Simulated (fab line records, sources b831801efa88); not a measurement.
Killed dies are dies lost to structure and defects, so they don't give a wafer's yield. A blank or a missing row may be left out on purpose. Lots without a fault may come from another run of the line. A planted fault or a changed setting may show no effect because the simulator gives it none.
fab line records | flow sky130
record lots=24 wafers=72 last_day=50
route steps=708 shown METAL3@532 CAPM@550 VIA3@587 METAL5@661
lots that met no fault: from a run of the same line without faults
start_h: hours from the record's first day to the start of the lot's first wafer shown | wait_h: hours since the lot's step before | " the same as in the row above | L1.1+2: a row that stands for several wafers | - no value, or no start given | * or withheld: withheld | < > ~ a bound
route shown NAME@n: a module of which the file shows steps, and the number in the route of the first | usual: mean/standard deviation of fault-free wafers | same: alike in all rows | chamber/n: place in a boat | sites: the reading at each site | _std_site: their standard deviation | _edge_site: outer sites' mean less inner sites' | radius_mm: how far each site lies from the wafer's centre | mask NAME#n: copy n | behind: the tool/chamber that last shaped the wafer | hold: why the lot was held/for how many hours/how that ended | device: the transistor (n, p or np) that didn't switch | end of line: the same wafers' tests at the end of the route | a step without rows: its recipe alone | killed: dies lost to structure and defects at the first sort, not the wafer's yield | map: a wafer's dies, x killed, . not, _ none there
set.NAME: the setting as run; set.NAME@STEP: as run at that earlier step | model.NAME: the simulator's own value behind a step, which no gauge read
steps of the route over a sample of lots; a table a step, a row a wafer
services: from which hour (start_h, from the record's first day; less than 0 if before it) a tool's chamber was out of use, for how many hours, and why
## steps
# step SKY_METAL3_SPUTTER_00
# recipe material=Ti target_thk_nm=15 power_w=3000 time_s=10 chamber_pressure_pa=0.4
# usual cathode_dc_power_W=3000.0/0.52 throttle_valve_pct=30.1/0.89
# columns lot.wafer tool chamber start_h wait_h cathode_dc_power_W throttle_valve_pct
L074.1 pvd_sputter-03 - 860.36 0.1 3000.1 30.8
L074.2 " - " " 2999.8 32.0
L074.3 " - " " 2999.8 30.5
L075.1 pvd_sputter-04 - 874.49 0.2 2999.3 29.7
L075.2 " - " " 2999.3 28.5
L075.3 " - " " 2999.9 30.4
L076.1 pvd_sputter-04 - 878.54 0.1 3000.1 28.6
L076.3 " - " " 3000.9 29.7
L076.6 " - " " 3000.1 29.8
L077.4 pvd_sputter-03 - 884.70 0.1 3000.4 30.3
L077.5 " - " " 3000.5 30.6
L077.6 " - " " 2999.4 31.9
L078.2 pvd_sputter-03 - 898.91 0.1 2999.4 30.5
L078.3 " - " " 3000.7 30.6
L078.4 " - " " 3000.4 29.8
L079.1 pvd_sputter-04 - 899.71 0.2 2999.7 28.7
L079.3 " - " " 3000.0 30.4
L079.6 " - " " 3000.5 29.8
L080.3 pvd_sputter-01 - 918.74 0.1 3000.0 30.7
L080.4 " - " " 3001.1 30.3
L080.5 " - " " 2999.8 30.2
L081.2 pvd_sputter-03 - 919.56 0.1 2999.4 30.6
L081.3 " - " " 3000.3 31.7
L081.4 " - " " 3000.2 29.8
L082.4 pvd_sputter-04 - 928.09 0.2 2999.3 30.2
L082.5 " - " " 2999.9 29.8
L082.6 " - " " 2999.6 28.2
L083.3 pvd_sputter-03 - 931.07 0.1 3000.3 31.9
L083.4 " - " " 2999.6 29.7
L083.5 " - " " 2999.7 30.6
L084.2 pvd_sputter-04 - 948.46 0.2 2999.6 28.4
L084.3 " - " " 2999.3 29.7
L084.4 " - " " 3000.1 29.8
L085.3 pvd_sputter-04 - 951.19 0.1 3000.0 29.4
L085.5 " - " " 3000.1 28.5
L085.6 " - " " 2999.4 29.9
L086.3 pvd_sputter-01 - 959.98 0.2 3000.0 30.1
L086.4 " - " " 3000.0 30.2
L086.6 " - " " 3000.0 30.3
L087.1 pvd_sputter-04 - 962.32 0.2 3000.5 29.7
L087.2 " - " " 3000.1 28.6
L087.4 " - " " 3000.5 29.7
L088.2 pvd_sputter-03 - 965.04 0.1 3000.9 31.8
L088.3 " - " " 2998.9 30.6
L088.4 " - " " 2999.2 30.8
L089.2 pvd_sputter-04 - 968.36 0.1 2999.8 29.5
L089.4 " - " " 3000.6 30.6
L089.6 " - " " 2999.9 29.7
L090.1 pvd_sputter-01 - 971.93 0.1 2999.5 30.5
L090.2 " - " " 3000.4 30.6
L090.5 " - " " 3000.8 29.5
L091.1 pvd_sputter-03 - 972.13 0.1 3000.8 29.5
L091.5 " - " " 2999.9 30.8
L091.6 " - " " 2999.3 32.0
L092.1 pvd_sputter-04 - 987.45 0.2 3000.4 30.3
L092.3 " - " " 2999.9 28.4
L092.5 " - " " 2998.9 30.4
L093.1 pvd_sputter-01 - 992.20 0.2 2999.6 30.8
L093.3 " - " " 2999.7 30.4
L093.6 " - " " 3000.0 29.4
L094.4 pvd_sputter-03 - 999.19 0.2 3000.2 30.6
L094.5 " - " " 2999.9 30.4
L094.6 " - " " 3000.1 29.6
L096.2 pvd_sputter-03 - 1001.99 0.2 3000.4 29.6
L096.3 " - " " 2999.6 32.0
L096.5 " - " " 3000.0 29.5
L095.1 pvd_sputter-03 - 1003.31 0.1 3000.4 29.7
L095.2 " - " " 2999.8 30.5
L095.4 " - " " 3000.0 30.4
L097.1 pvd_sputter-01 - 1018.00 0.1 2999.5 29.5
L097.4 " - " " 2999.4 30.2
L097.5 " - " " 3000.1 30.3
# step SKY_METAL3_SPUTTER_02
# recipe material=AlCu target_thk_nm=735 power_w=10600 time_s=39.1 chamber_pressure_pa=0.4
# usual cathode_dc_power_W=10600/2.1 throttle_valve_pct=30.1/0.9
# columns lot.wafer tool chamber start_h wait_h cathode_dc_power_W throttle_valve_pct
L074.1 pvd_sputter-03 - 860.41 0.0 10603 30.5
L074.2 " - " " 10603 32.0
L074.3 " - " " 10600 30.9
L075.1 pvd_sputter-04 - 874.54 0.0 10599 29.7
L075.2 " - " " 10603 28.4
L075.3 " - " " 10601 30.4
L076.1 pvd_sputter-04 - 878.59 0.0 10603 28.6
L076.3 " - " " 10599 29.8
L076.6 " - " " 10598 29.9
L077.4 pvd_sputter-03 - 884.75 0.0 10601 30.5
L077.5 " - " " 10599 30.7
L077.6 " - " " 10604 31.9
L078.2 pvd_sputter-03 - 898.96 0.0 10597 30.4
L078.3 " - " " 10599 30.5
L078.4 " - " " 10600 29.4
L079.1 pvd_sputter-04 - 899.76 0.0 10600 28.3
L079.3 " - " " 10601 30.2
L079.6 " - " " 10601 29.7
L080.3 pvd_sputter-01 - 918.78 0.0 10599 30.1
L080.4 " - " " 10601 30.2
L080.5 " - " " 10601 30.3
L081.2 pvd_sputter-03 - 919.61 0.0 10604 30.4
L081.3 " - " " 10600 31.9
L081.4 " - " " 10601 29.4
L082.4 pvd_sputter-04 - 928.13 0.0 10601 30.3
L082.5 " - " " 10597 29.8
L082.6 " - " " 10600 28.3
L083.3 pvd_sputter-03 - 931.12 0.0 10597 31.8
L083.4 " - " " 10598 29.5
L083.5 " - " " 10599 30.5
L084.2 pvd_sputter-04 - 948.51 0.0 10598 28.5
L084.3 " - " " 10598 29.5
L084.4 " - " " 10600 29.7
L085.3 pvd_sputter-04 - 951.24 0.0 10601 29.7
L085.5 " - " " 10597 28.5
L085.6 " - " " 10602 29.9
L086.3 pvd_sputter-01 - 960.03 0.0 10601 30.2
L086.4 " - " " 10600 30.1
L086.6 " - " " 10603 30.4
L087.1 pvd_sputter-04 - 962.36 0.0 10601 29.8
L087.2 " - " " 10601 28.4
L087.4 " - " " 10603 29.7
L088.2 pvd_sputter-03 - 965.08 0.0 10604 31.8
L088.3 " - " " 10601 30.5
L088.4 " - " " 10603 30.4
L089.2 pvd_sputter-04 - 968.41 0.0 10596 29.7
L089.4 " - " " 10599 30.3
L089.6 " - " " 10600 30.0
L090.1 pvd_sputter-01 - 971.97 0.0 10603 30.7
L090.2 " - " " 10602 30.8
L090.5 " - " " 10600 29.4
L091.1 pvd_sputter-03 - 972.18 0.0 10602 29.7
L091.5 " - " " 10602 30.6
L091.6 " - " " 10601 31.8
L092.1 pvd_sputter-04 - 987.50 0.0 10602 30.6
L092.3 " - " " 10600 28.5
L092.5 " - " " 10597 30.2
L093.1 pvd_sputter-01 - 992.25 0.0 10602 30.8
L093.3 " - " " 10602 30.5
L093.6 " - " " 10602 29.7
L094.4 pvd_sputter-03 - 999.24 0.0 10599 30.5
L094.5 " - " " 10600 30.7
L094.6 " - " " 10603 29.7
L096.2 pvd_sputter-03 - 1002.04 0.0 10599 29.6
L096.3 " - " " 10603 31.8
L096.5 " - " " 10600 29.7
L095.1 pvd_sputter-03 - 1003.36 0.0 10597 30.1
L095.2 " - " " 10597 30.7
L095.4 " - " " 10603 30.4
L097.1 pvd_sputter-01 - 1018.05 0.0 10599 29.4
L097.4 " - " " 10599 30.3
L097.5 " - " " 10602 30.5
# step SKY_CAPM_METAL_ETCH_13
# recipe target_depth_nm=220 stop_on=SiO2 chemistry=Cl2/BCl3 target=TiN pressure_mtorr=10 icp_w=900 bias_w=48.5 Cl2_flow_sccm=60 bcl3_flow_sccm=30 time_s=62.9
# usual drypump_motor_current_A=5.5/0.55 oes_product_au=0.942/0.0075 throttle_valve_pct=21.902/0.0098
# columns lot.wafer tool chamber start_h wait_h drypump_motor_current_A oes_product_au rf_hours_counter_h throttle_valve_pct
L074.1 rie_metal-02 0 886.30 0.0 4.9 0.951 6 21.913
L074.2 " 1 " " 5.7 0.946 7 21.889
L074.3 " 1 " " 5.7 0.945 - 21.900
L075.1 rie_metal-04 0 900.80 0.0 5.1 0.933 5 21.905
L075.2 " 1 " " 5.1 0.936 7 21.914
L075.3 " 1 " " 5.2 0.939 - 21.877
L076.1 rie_metal-02 0 904.05 0.0 4.9 0.942 7 21.891
L076.3 " 1 " " 5.7 0.946 - 21.896
L076.6 " 0 " " 4.9 0.946 - 21.913
L077.4 rie_metal-02 0 910.18 0.0 4.9 0.954 - 21.901
L077.5 " 1 " " 5.7 0.951 - 21.903
L077.6 " 0 " " 4.9 0.955 - 21.897
L078.2 rie_metal-02 1 923.60 0.0 5.7 0.935 9 21.909
L078.3 " 0 " " 4.9 0.932 - 21.917
L078.4 " 1 " " 5.7 0.932 - 21.906
L079.1 rie_metal-04 0 924.47 0.0 5.1 0.927 7 21.913
L079.3 " 0 " " 5.1 0.939 - 21.902
L079.6 " 0 " " 5.1 0.943 - 21.910
L080.3 rie_metal-04 0 943.47 0.0 5.1 0.949 - 21.884
L080.4 " 1 " " 5.1 0.942 - 21.911
L080.5 " 1 " " 5.1 0.933 - 21.907
L081.2 rie_metal-01 1 944.05 0.0 6.2 0.936 5 21.903
L081.3 " 1 " " 6.2 0.934 - 21.917
L081.4 " 0 " " 6.5 0.932 - 21.895
L082.4 rie_metal-04 1 952.72 0.0 5.2 0.932 - 21.909
L082.5 " 0 " " 5.1 0.939 - 21.904
L082.6 " 1 " " 5.2 0.946 - 21.899
L083.3 rie_metal-02 0 955.37 0.0 4.9 0.936 - 21.887
L083.4 " 1 " " 5.7 0.951 - 21.905
L083.5 " 1 " " 5.7 0.940 - 21.914
L084.2 rie_metal-01 0 972.72 0.0 6.5 0.934 18 21.903
L084.3 " 0 " " 6.5 0.949 - 21.909
L084.4 " 1 " " 6.3 0.947 - 21.902
L085.3 rie_metal-01 1 975.67 0.0 6.2 0.937 - 21.905
L085.5 " 1 " " 6.2 0.938 - 21.933
L085.6 " 0 " " 6.5 0.928 - 21.918
L086.3 rie_metal-02 1 984.78 0.0 5.7 0.944 - 21.896
L086.4 " 0 " " 4.9 0.948 - 21.891
L086.6 " 0 " " 4.9 0.944 - 21.898
L087.1 rie_metal-04 1 986.00 0.0 5.2 0.939 12 21.903
L087.2 " 0 " " 5.1 0.942 10 21.879
L087.4 " 1 " " 5.2 0.939 - 21.915
L088.2 rie_metal-02 0 988.97 0.0 4.9 0.943 11 21.898
L088.3 " 0 " " 4.9 0.933 - 21.917
L088.4 " 1 " " 5.7 0.939 - 21.909
L089.2 rie_metal-04 0 992.30 0.0 5.1 0.952 10 21.902
L089.4 " 0 " " 5.1 0.948 - 21.898
L089.6 " 1 " " 5.1 0.941 - 21.908
L090.1 rie_metal-01 0 995.90 0.0 6.5 0.952 19 21.889
L090.2 " 1 " " 6.3 0.951 7 21.901
L090.5 " 1 " " 6.2 0.941 - 21.910
L091.1 rie_metal-02 0 996.20 0.0 4.9 0.947 12 21.895
L091.5 " 1 " " 5.7 0.939 - 21.904
L091.6 " 0 " " 4.9 0.949 - 21.906
L092.1 rie_metal-04 0 1011.05 0.0 5.1 0.928 11 21.924
L092.3 " 0 " " 5.1 0.929 - 21.908
L092.5 " 1 " " 5.1 0.932 - 21.909
L093.1 rie_metal-02 0 1015.25 0.0 4.9 0.941 14 21.895
L093.3 " 0 " " 4.9 0.953 - 21.889
L093.6 " 0 " " 4.9 0.947 - 21.903
L094.4 rie_metal-01 0 1021.70 0.0 6.5 0.938 - 21.913
L094.5 " 1 " " 6.2 0.944 - 21.899
L094.6 " 0 " " 6.5 0.948 - 21.905
L096.2 rie_metal-02 1 1024.30 0.0 5.8 0.944 - 21.889
L096.3 " 1 " " 5.8 0.952 - 21.893
L096.5 " 1 " " 5.7 0.951 - 21.903
L095.1 rie_metal-04 1 1025.85 0.0 5.1 0.940 14 21.904
L095.2 " 0 " " 5.1 0.936 12 21.905
L095.4 " 1 " " 5.1 0.942 - 21.913
L097.1 rie_metal-04 0 1040.97 0.0 5.1 0.941 13 21.902
L097.4 " 0 " " 5.1 0.945 - 21.901
L097.5 " 0 " " 5.1 0.950 - 21.901
# step SKY_METAL3_METAL_ETCH_18
# recipe target_depth_a=8450 stop_on=SiO2 over_etch_frac=0.3 time_s=183.1 chemistry=Cl2/BCl3 resist_sidewall_deg=88 pressure_mtorr=10 icp_w=900 bias_w=48.5 Cl2_flow_sccm=60 bcl3_flow_sccm=30
# usual drypump_motor_current_A=5.3/0.44 oes_product_au=0.865/0.0057 throttle_valve_pct=22.264/0.0082
# columns lot.wafer tool chamber start_h wait_h drypump_motor_current_A oes_product_au rf_hours_counter_h throttle_valve_pct
L074.1 rie_metal-03 1 912.04 0.0 5.1 0.862 5 22.260
L074.2 " 0 " " 6.4 0.862 4 22.262
L074.3 " 1 " " 5.2 0.866 - 22.276
L075.1 rie_metal-04 0 925.42 0.0 5.1 0.870 7 22.270
L075.2 " 1 " " 5.2 0.868 9 22.256
L075.3 " 1 " " 5.1 0.870 - 22.263
L076.1 rie_metal-03 1 929.64 0.0 5.2 0.857 6 22.272
L076.3 " 1 " " 5.2 0.855 - 22.263
L076.6 " 0 " " 6.4 0.858 - 22.263
L077.4 rie_metal-02 0 935.93 0.1 4.9 0.866 - 22.273
L077.5 " 0 " " 4.9 0.867 - 22.262
L077.6 " 1 " " 5.7 0.868 - 22.266
L078.2 rie_metal-04 0 948.59 0.0 5.1 0.861 8 22.270
L078.3 " 0 " " 5.1 0.868 - 22.267
L078.4 " 1 " " 5.2 0.874 - 22.265
L079.1 rie_metal-02 0 949.62 0.0 4.9 0.878 10 22.261
L079.3 " 0 " " 4.9 0.869 - 22.275
L079.6 " 1 " " 5.7 0.880 - 22.256
L080.3 rie_metal-04 0 969.23 0.1 5.1 0.875 - 22.249
L080.4 " 1 " " 5.1 0.862 - 22.261
L080.5 " 0 " " 5.1 0.877 - 22.255
L081.2 rie_metal-02 1 969.64 0.0 5.7 0.856 11 22.261
L081.3 " 0 " " 4.9 0.865 - 22.289
L081.4 " 1 " " 5.7 0.863 - 22.259
L082.4 rie_metal-04 0 977.55 0.1 5.1 0.864 - 22.268
L082.5 " 1 " " 5.1 0.869 - 22.259
L082.6 " 0 " " 5.1 0.868 - 22.259
L083.3 rie_metal-02 0 981.00 0.1 4.9 0.868 - 22.270
L083.4 " 1 " " 5.7 0.865 - 22.253
L083.5 " 0 " " 4.9 0.855 - 22.268
L084.2 rie_metal-02 1 997.59 0.0 5.7 0.861 13 22.266
L084.3 " 0 " " 4.9 0.861 - 22.267
L084.4 " 1 " " 5.7 0.869 - 22.263
L085.3 rie_metal-04 0 1000.70 0.1 5.1 0.868 - 22.267
L085.5 " 1 " " 5.1 0.861 - 22.242
L085.6 " 0 " " 5.1 0.866 - 22.252
L086.3 rie_metal-02 0 1009.54 0.1 4.9 0.865 - 22.268
L086.4 " 0 " " 4.9 0.879 - 22.256
L086.6 " 0 " " 4.9 0.862 - 22.265
L087.1 rie_metal-02 0 1010.37 0.0 4.9 0.863 13 22.256
L087.2 " 0 " " 4.9 0.869 - 22.283
L087.4 " 0 " " 4.9 0.863 - 22.269
L088.2 rie_metal-03 0 1012.94 0.0 6.4 0.863 8 22.263
L088.3 " 0 " " 6.4 0.863 - 22.259
L088.4 " 1 " " 5.2 0.858 - 22.263
L089.2 rie_metal-02 0 1015.95 0.1 4.9 0.870 - 22.256
L089.4 " 0 " " 4.9 0.861 - 22.262
L089.6 " 0 " " 4.9 0.867 - 22.249
L090.1 rie_metal-04 1 1020.15 0.0 5.1 0.863 14 22.275
L090.2 " 0 " " 5.1 0.867 12 22.263
L090.5 " 1 " " 5.1 0.858 - 22.278
L091.1 rie_metal-02 0 1020.19 0.0 4.9 0.862 15 22.260
L091.5 " 0 " " 4.9 0.871 - 22.262
L091.6 " 0 " " 4.9 0.865 - 22.268
L092.1 rie_metal-04 0 1034.47 0.0 5.1 0.876 12 22.260
L092.3 " 1 " " 5.1 0.866 - 22.254
L092.5 " 1 " " 5.1 0.866 - 22.269
L093.1 rie_metal-02 1 1038.77 0.0 5.7 0.861 15 22.253
L093.3 " 1 " " 5.7 0.865 - 22.264
L093.6 " 1 " " 5.7 0.859 - 22.266
L094.4 rie_metal-02 1 1044.58 0.1 5.7 0.858 - 22.267
L094.5 " 1 " " 5.7 0.860 - 22.258
L094.6 " 0 " " 4.9 0.863 - 22.259
L096.2 rie_metal-02 0 1045.99 0.0 4.9 0.865 16 22.273
L096.3 " 1 " " 5.7 0.861 - 22.263
L096.5 " 1 " " 5.7 0.856 - 22.274
L095.1 rie_metal-03 0 1048.82 0.0 6.4 0.863 10 22.275
L095.2 " 1 " " 5.2 0.869 11 22.265
L095.4 " 0 " " 6.4 0.868 - 22.265
L097.1 rie_metal-02 0 1063.67 0.0 4.9 0.870 17 22.261
L097.4 " 1 " " 5.7 0.867 - 22.265
L097.5 " 1 " " 5.7 0.873 - 22.260
# step SKY_VIA3_ETCH_14
# recipe chemistry=N2/H2 target=BARC ion_energy_ev=200 source_w=500 bias_w=100 pressure_mtorr=30 n2_flow_sccm=100 h2_flow_sccm=200 stop_on=SiO2 time_s=45.9 target_depth_a=600
# usual drypump_motor_current_A=5.8/0.61 oes_product_au=0.855/0.005 throttle_valve_pct=13.225/0.0087
# columns lot.wafer tool chamber start_h wait_h drypump_motor_current_A oes_product_au rf_hours_counter_h throttle_valve_pct
L074.1 rie_diel-03 1 937.69 0.0 5.7 0.861 5 13.223
L074.2 " 3 " " 5.5 0.866 2 13.223
L074.3 " 2 " " 5.5 0.850 18 13.220
L075.1 rie_diel-02 2 951.82 0.0 5.0 0.864 24 13.237
L075.2 " 1 " " 5.9 0.849 13 13.220
L075.3 " 0 " " 6.6 0.862 13 13.226
L076.1 rie_diel-02 0 955.79 0.0 6.6 0.851 13 13.235
L076.3 " 1 " " 5.9 0.862 13 13.238
L076.6 " 3 " " 5.7 0.854 - 13.227
L077.4 rie_diel-02 3 961.29 0.0 5.7 0.854 5 13.221
L077.5 " 1 " " 5.9 0.859 - 13.217
L077.6 " 0 " " 6.6 0.858 - 13.222
L078.2 rie_diel-02 0 974.07 0.0 6.6 0.844 14 13.233
L078.3 " 1 " " 5.9 0.851 14 13.221
L078.4 " 3 " " 5.7 0.860 6 13.220
L079.1 rie_diel-03 2 975.29 0.0 5.6 0.852 19 13.233
L079.3 " 3 " " 5.6 0.856 3 13.223
L079.6 " 0 " " 6.8 0.862 - 13.221
L080.3 rie_diel-03 1 994.09 0.0 5.7 0.851 6 13.229
L080.4 " 2 " " 5.5 0.854 19 13.226
L080.5 " 3 " " 5.6 0.855 - 13.227
L081.2 rie_diel-01 1 994.59 0.0 4.8 0.846 10 13.223
L081.3 " 0 " " 5.6 0.854 13 13.220
L081.4 " 2 " " 6.7 0.858 14 13.224
L082.4 rie_diel-01 3 1002.77 0.0 5.3 0.856 10 13.221
L082.5 " 1 " " 4.8 0.857 - 13.233
L082.6 " 0 " " 5.6 0.858 - 13.212
L083.3 rie_diel-03 0 1006.42 0.0 6.8 0.858 22 13.225
L083.4 " 2 " " 5.6 0.860 20 13.235
L083.5 " 1 " " 5.7 0.861 - 13.231
L084.2 rie_diel-02 3 1021.49 0.0 5.7 0.851 7 13.201
L084.3 " 0 " " 6.6 0.848 15 13.202
L084.4 " 3 " " 5.7 0.858 - 13.218
L085.3 rie_diel-01 0 1024.74 0.0 5.6 0.860 14 13.223
L085.5 " 1 " " 4.8 0.848 - 13.232
L085.6 " 0 " " 5.6 0.856 - 13.218
L086.3 rie_diel-03 2 1033.69 0.0 5.5 0.850 21 13.229
L086.4 " 0 " " 6.8 0.856 23 13.210
L086.6 " 2 " " 5.5 0.851 - 13.210
L087.1 rie_diel-02 0 1034.39 0.0 6.6 0.861 16 13.226
L087.2 " 3 " " 5.7 0.858 8 13.230
L087.4 " 0 " " 6.5 0.858 - 13.217
L088.2 rie_diel-02 0 1036.02 0.0 6.6 0.850 16 13.231
L088.3 " 3 " " 5.7 0.849 8 13.224
L088.4 " 0 " " 6.5 0.849 - 13.222
L089.2 rie_diel-01 2 1040.44 0.0 6.7 0.855 16 13.230
L089.4 " 2 " " 6.7 0.850 - 13.231
L089.6 " 1 " " 4.8 0.847 - 13.209
L091.1 rie_diel-02 1 1044.47 0.0 5.9 0.858 15 13.236
L091.5 " 2 " " 5.0 0.854 - 13.216
L091.6 " 1 " " 6.0 0.846 - 13.220
L090.1 rie_diel-03 3 1044.59 0.0 5.6 0.858 6 13.241
L090.2 " 0 " " 6.8 0.849 23 13.237
L090.5 " 3 " " 5.6 0.850 - 13.228
L092.1 rie_diel-01 3 1057.19 0.0 5.2 0.845 12 13.223
L092.3 " 2 " " 6.7 0.853 16 13.237
L092.5 " 2 " " 6.7 0.855 - 13.231
L093.1 rie_diel-01 0 1061.87 0.0 5.6 0.856 15 13.238
L093.3 " 2 " " 6.7 0.865 17 13.228
L093.6 " 0 " " 5.6 0.847 - 13.233
L094.4 rie_diel-02 1 1067.74 0.0 5.9 0.852 16 13.215
L094.5 " 3 " " 5.7 0.857 - 13.222
L094.6 " 0 " " 6.6 0.863 - 13.211
L096.2 rie_diel-03 0 1069.19 0.0 6.8 0.854 24 13.233
L096.3 " 3 " " 5.6 0.855 6 13.219
L096.5 " 1 " " 5.8 0.850 - 13.219
L095.1 rie_diel-01 3 1072.27 0.0 5.2 0.852 13 13.221
L095.2 " 0 " " 5.6 0.854 16 13.228
L095.4 " 1 " " 4.8 0.858 12 13.216
L097.1 rie_diel-02 2 1087.19 0.0 5.0 0.854 2 13.224
L097.4 " 3 " " 5.7 0.851 - 13.212
L097.5 " 2 " " 5.0 0.858 - 13.239
# step SKY_METAL5_SPUTTER_00
# recipe material=Ti target_thk_nm=15 power_w=3000 time_s=10 chamber_pressure_pa=0.4
# usual cathode_dc_power_W=3000.1/0.56 throttle_valve_pct=30.2/0.7
# columns lot.wafer tool chamber start_h wait_h cathode_dc_power_W throttle_valve_pct
L074.1 pvd_sputter-01 - 1014.11 0.1 2999.5 29.5
L074.2 " - " " 3000.1 30.8
L074.3 " - " " 2999.6 30.3
L075.1 pvd_sputter-02 - 1027.54 0.1 2999.9 30.6
L075.2 " - " " 3000.5 30.0
L075.3 " - " " 2999.7 29.4
L076.1 pvd_sputter-01 - 1031.03 0.2 3000.1 29.4
L076.3 " - " " 3001.2 30.3
L076.6 " - " " 2999.7 29.5
L077.4 pvd_sputter-03 - 1036.45 0.2 3001.2 30.6
L077.5 " - " " 2999.7 29.7
L077.6 " - " " 3000.1 30.4
L078.2 pvd_sputter-03 - 1046.81 0.2 3000.4 29.6
L078.3 " - " " 3001.1 30.3
L078.4 " - " " 3000.4 31.8
L079.1 pvd_sputter-03 - 1049.28 0.2 3000.8 29.7
L079.3 " - " " 3000.0 31.5
L079.6 " - " " 3000.5 31.9
L080.3 pvd_sputter-01 - 1064.87 0.1 2999.1 29.5
L080.4 " - " " 2999.8 30.5
L080.5 " - " " 2999.7 30.9
L081.2 pvd_sputter-03 - 1066.68 0.2 2999.3 30.7
L081.3 " - " " 2999.3 31.9
L081.4 " - " " 3000.4 30.4
L082.4 pvd_sputter-02 - 1074.81 0.1 3000.6 29.4
L082.5 " - " " 2999.7 29.0
L082.6 " - " " 3000.6 30.0
L083.3 pvd_sputter-01 - 1076.53 0.1 3001.1 30.2
L083.4 " - " " 3001.3 30.5
L083.5 " - " " 3000.2 30.3
L084.2 pvd_sputter-01 - 1091.63 0.1 2999.4 29.4
L084.3 " - " " 2999.6 30.7
L084.4 " - " " 2999.6 30.2
L085.3 pvd_sputter-01 - 1093.78 0.1 3000.1 30.9
L085.5 " - " " 2999.7 29.3
L085.6 " - " " 3000.1 30.7
L086.3 pvd_sputter-03 - 1103.21 0.1 2999.0 30.3
L086.4 " - " " 2999.8 30.5
L086.6 " - " " 3000.5 29.8
L087.1 pvd_sputter-02 - 1103.68 0.1 3000.0 29.3
L087.2 " - " " 3000.7 29.5
L087.4 " - " " 3000.4 30.4
L088.2 pvd_sputter-01 - 1105.68 0.2 3000.3 29.3
L088.3 " - " " 2999.1 30.1
L088.4 " - " " 2999.7 30.8
L089.2 pvd_sputter-02 - 1108.48 0.1 2999.4 29.2
L089.4 " - " " 3000.0 29.7
L089.6 " - " " 3000.4 30.7
L091.1 pvd_sputter-01 - 1113.35 0.2 2999.9 29.4
L091.5 " - " " 2999.4 30.3
L091.6 " - " " 3000.3 31.0
L090.1 pvd_sputter-02 - 1114.38 0.2 3000.5 29.1
L090.2 " - " " 3000.4 29.3
L090.5 " - " " 3001.4 28.9
L092.1 pvd_sputter-01 - 1125.18 0.2 3000.4 30.5
L092.3 " - " " 3000.9 30.8
L092.5 " - " " 3000.0 29.4
L093.1 pvd_sputter-02 - 1129.28 0.2 3000.5 29.3
L093.3 " - " " 2999.4 30.0
L093.6 " - " " 2999.3 30.1
L094.4 pvd_sputter-01 - 1134.94 0.2 3000.1 30.8
L094.5 " - " " 2999.4 30.8
L094.6 " - " " 3000.1 30.4
L096.2 pvd_sputter-01 - 1136.18 0.2 3000.2 30.9
L096.3 " - " " 2999.2 29.5
L096.5 " - " " 2999.7 29.2
L095.1 pvd_sputter-02 - 1138.59 0.1 3000.4 29.0
L095.2 " - " " 3000.7 29.5
L095.4 " - " " 3000.0 30.9
L097.1 pvd_sputter-03 - 1151.50 0.1 3000.2 30.5
L097.4 " - " " 3000.2 30.8
L097.5 " - " " 2999.5 30.5
## services
# columns tool chamber start_h hours kind
rie_metal-02 - 844.17 15.6 pm
pvd_sputter-03 - 849.88 1.2 repair
rie_diel-02 0 854.46 4.2 repair
rie_diel-02 3 869.84 14.6 repair
rie_metal-04 - 872.41 2.8 pm
rie_diel-02 0 874.11 9.6 repair
pvd_sputter-01 - 882.13 3.1 repair
rie_diel-02 0 885.51 1.2 repair
pvd_sputter-01 - 924.90 6.3 repair
pvd_sputter-04 - 935.87 3.5 repair
rie_diel-02 0 977.53 2.9 repair
pvd_sputter-01 - 996.10 4.9 repair
rie_metal-02 1 1008.98 14.2 repair
pvd_sputter-04 - 1020.52 7.2 repair
rie_diel-02 1 1023.04 21.3 repair
rie_metal-02 0 1023.51 12.7 repair
rie_metal-04 - 1025.21 0.5 repair
pvd_sputter-04 - 1043.05 3.0 repair
rie_diel-02 3 1058.18 2.2 repair
pvd_sputter-01 - 1058.27 3.3 repair
rie_diel-02 2 1071.29 8.0 repair
rie_diel-02 - 1072.31 5.8 repair
rie_metal-02 0 1097.06 3.3 repair
pvd_sputter-03 - 1129.73 1.7 repair
## key
fault none
